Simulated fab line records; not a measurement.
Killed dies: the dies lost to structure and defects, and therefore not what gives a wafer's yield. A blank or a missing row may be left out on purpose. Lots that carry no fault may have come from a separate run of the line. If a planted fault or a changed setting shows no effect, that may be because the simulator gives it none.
A struck lot beside a sound one :: flow sky130 :: 43 out of 708 route steps
Sound: the wafers L517.2, L517.4, L517.5. Wafers L513.1, L513.3, L513.4 were the ones struck. At the end, the cause is stated.
For every step that has rows: the tool of each side, followed by ch and its chambers, followed by its first start. Under that, the readings that differ: sound wafers :: struck wafers :: difference of the means :: sigmas: that difference in standard deviations of wafers without a fault.
alike: a reading whose means differ by less than 2 such deviations, as well as words and numbers matching on both sides. not compared: withheld readings; readings where some wafer has no value; bounds like >300 that might hide an equal value; numbers whose values overlap and for which the record gives no deviation.
Wherever a step has rows on one side only, a row that says differs or no value, or a row with sigmas, the two part there. Numbers that don't overlap but have no deviation are shown without sigmas and don't part them. A reading missing from all wafers of one side parts the sides only when that side holds two or more wafers.

first, 6 steps without rows for these wafers: SKY_VT_ADJUST_LVTN_HMDS_12 (prime time 60 s); SKY_VT_ADJUST_LVTN_COAT_13 (resist thk 1140 nm); SKY_VT_ADJUST_LVTN_SOFTBAKE_14 (time 60 s); SKY_VT_ADJUST_LVTN_EXPOSE_15 (exposes mask HVN STD DERIVED, target cd 600 nm); SKY_VT_ADJUST_LVTN_PEB_16; SKY_VT_ADJUST_LVTN_DEVELOP_17 (develop time 60 s).
SKY_VT_ADJUST_LVTN_OVL_MEAS_18:
  struck on overlay-02, day 9 23:33; sound on overlay-01, day 11 04:58
  alike: VT_ADJUST_LVTN_01_OVL
next, for these wafers, 1 step has no rows: SKY_VT_ADJUST_LVTN_IMPLANT_19.
SKY_VT_ADJUST_LVTN_STRIP_20: strips in O2/N2.
  sound on plasmaAsher-04 ch 0,1, day 11 05:08; struck on plasmaAsher-02 ch 0,1, day 9 23:44
  alike: drypumpMotorCurrentA, o2FlowSccm, oesProductAu, stripTimeToEndpointS
  not compared: rfHoursCounterH
SKY_VT_ADJUST_LVTN_TW_MEAS_21:
  struck on filmMetro-01, day 9 23:50; sound on filmMetro-03, day 11 05:15
  alike: VT_ADJUST_LVTN_2_TW
then, 2 steps without rows for these wafers: SKY_VT_ADJUST_NCORE_DEHYDRATE_00 (time 60 s); SKY_VT_ADJUST_NCORE_HMDS_01 (prime time 60 s).
SKY_VT_ADJUST_NCORE_COAT_02: resist thk 1140 nm.
  sound on lithoTrack-04 ch 0, day 11 16:34; struck on lithoTrack-01, day 10 10:27
  no value came back on the struck wafers for chillPlateTempC (C), dispensePressureKPa (kPa); on the sound wafers chillPlateTempC (C) reads 22.76 23.13 23.02
then, 4 steps without rows for these wafers: SKY_VT_ADJUST_NCORE_SOFTBAKE_03 (time 60 s); SKY_VT_ADJUST_NCORE_EXPOSE_04 (exposes mask LVTN COMPLEMENT THIN, target cd 380 nm); SKY_VT_ADJUST_NCORE_PEB_05; SKY_VT_ADJUST_NCORE_DEVELOP_06 (develop time 60 s).
SKY_VT_ADJUST_NCORE_CD_MEAS_07: the cd target is 380 nm.
  struck on cdSem-02, day 10 21:48; sound on cdSem-01, day 12 04:28
reading: cdNm (nm)
sound: 379.6 380.1 380.8
struck: - - -
difference: no value on the struck wafers
sigmas: 
SKY_VT_ADJUST_NCORE_OVL_MEAS_08:
  struck on overlay-01, day 10 21:55; sound on overlay-01, day 12 04:34
reading: VT_ADJUST_NCORE_OVL (nm)
sound: -0.8 0.4 -1.7
struck: - - -
difference: no value on the struck wafers
sigmas: 
next, for these wafers, 1 step has no rows: SKY_VT_ADJUST_NCORE_IMPLANT_09.
SKY_VT_ADJUST_NCORE_STRIP_10: strips in O2/N2.
  sound on plasmaAsher-03 ch 0, day 12 04:45; struck on plasmaAsher-02 ch 0,1, day 10 22:07
  no value came back on the struck wafers for oesProductAu (a.u.), stripTimeToEndpointS (s); on the sound wafers oesProductAu (a.u.) reads 0.710 0.715 0.721
reading: drypumpMotorCurrentA (A)
sound: 6.0 6.0 6.0
struck: 4.7 5.8 4.7
difference: -0.9
sigmas: -2
  alike: o2FlowSccm
  not compared: rfHoursCounterH
SKY_VT_ADJUST_NCORE_TW_MEAS_11:
  struck on filmMetro-01, day 10 22:13; sound on filmMetro-04, day 12 04:52
  alike: VT_ADJUST_NCORE_TW
then, 7 steps without rows for these wafers: SKY_VT_ADJUST_HVTR_DEHYDRATE_00 (time 60 s); SKY_VT_ADJUST_HVTR_HMDS_01 (prime time 60 s); SKY_VT_ADJUST_HVTR_COAT_02 (resist thk 1140 nm); SKY_VT_ADJUST_HVTR_SOFTBAKE_03 (time 60 s); SKY_VT_ADJUST_HVTR_EXPOSE_04 (exposes mask HVTRM, target cd 380 nm); SKY_VT_ADJUST_HVTR_PEB_05; SKY_VT_ADJUST_HVTR_DEVELOP_06 (develop time 60 s).
SKY_VT_ADJUST_HVTR_CD_MEAS_07: the cd target is 380 nm.
  struck on cdSem-01, day 11 21:14; sound on cdSem-02, day 13 05:50
reading: cdNm (nm)
sound: 385.7 386.8 386.2
struck: 379.1 377.2 377.3
difference: -8.4
sigmas: -3
SKY_VT_ADJUST_HVTR_OVL_MEAS_08:
  struck on overlay-02, day 11 21:22; sound on overlay-01, day 13 05:56
  alike: VT_ADJUST_HVTR_OVL
next, for these wafers, 1 step has no rows: SKY_VT_ADJUST_HVTR_IMPLANT_09.
SKY_VT_ADJUST_HVTR_STRIP_10: strips in O2/N2.
  sound on plasmaAsher-01 ch 0,1, day 13 06:09; struck on plasmaAsher-01 ch 0,1, day 11 21:33
  alike: drypumpMotorCurrentA, o2FlowSccm, oesProductAu, stripTimeToEndpointS
  not compared: rfHoursCounterH
SKY_VT_ADJUST_HVTR_TW_MEAS_11:
  struck on filmMetro-02, day 11 21:54; sound on filmMetro-04, day 13 06:16
reading: VT_ADJUST_HVTR_TW
sound: 213.3 210.5 211.9
struck: 262.4 262.1 262.6
difference: +50.5
sigmas: +30
  not compared: hold
then, 6 steps without rows for these wafers: SKY_VT_ADJUST_PCH_HMDS_01 (prime time 60 s); SKY_VT_ADJUST_PCH_COAT_02 (resist thk 3000 nm); SKY_VT_ADJUST_PCH_SOFTBAKE_03; SKY_VT_ADJUST_PCH_EXPOSE_04 (exposes mask NWM, target cd 840 nm); SKY_VT_ADJUST_PCH_PEB_05; SKY_VT_ADJUST_PCH_DEVELOP_06 (develop time 60 s).
SKY_VT_ADJUST_PCH_OVL_MEAS_07:
  struck on overlay-02, day 12 21:48; sound on overlay-02, day 14 07:06
  alike: VT_ADJUST_PCH_OVL
SKY_VT_ADJUST_PCH_TW_MEAS_10:
  struck on filmMetro-01, day 12 22:25; sound on filmMetro-03, day 14 07:23
reading: VT_ADJUST_PCH_TW
sound: 142.0 142.0 141.1
struck: 229.8 230.2 231.5
difference: +88.8
sigmas: +99 or more
  not compared: hold
SKY_PAD_OPEN_PROBE_99:
  rows exist in the record for the sound wafers here (prober-01, day 48 20:01), none for the struck ones

== WHERE THEY PART ==
First at SKY_VT_ADJUST_NCORE_COAT_02; last, within this record, at SKY_PAD_OPEN_PROBE_99.

WHY: what the simulator had put in
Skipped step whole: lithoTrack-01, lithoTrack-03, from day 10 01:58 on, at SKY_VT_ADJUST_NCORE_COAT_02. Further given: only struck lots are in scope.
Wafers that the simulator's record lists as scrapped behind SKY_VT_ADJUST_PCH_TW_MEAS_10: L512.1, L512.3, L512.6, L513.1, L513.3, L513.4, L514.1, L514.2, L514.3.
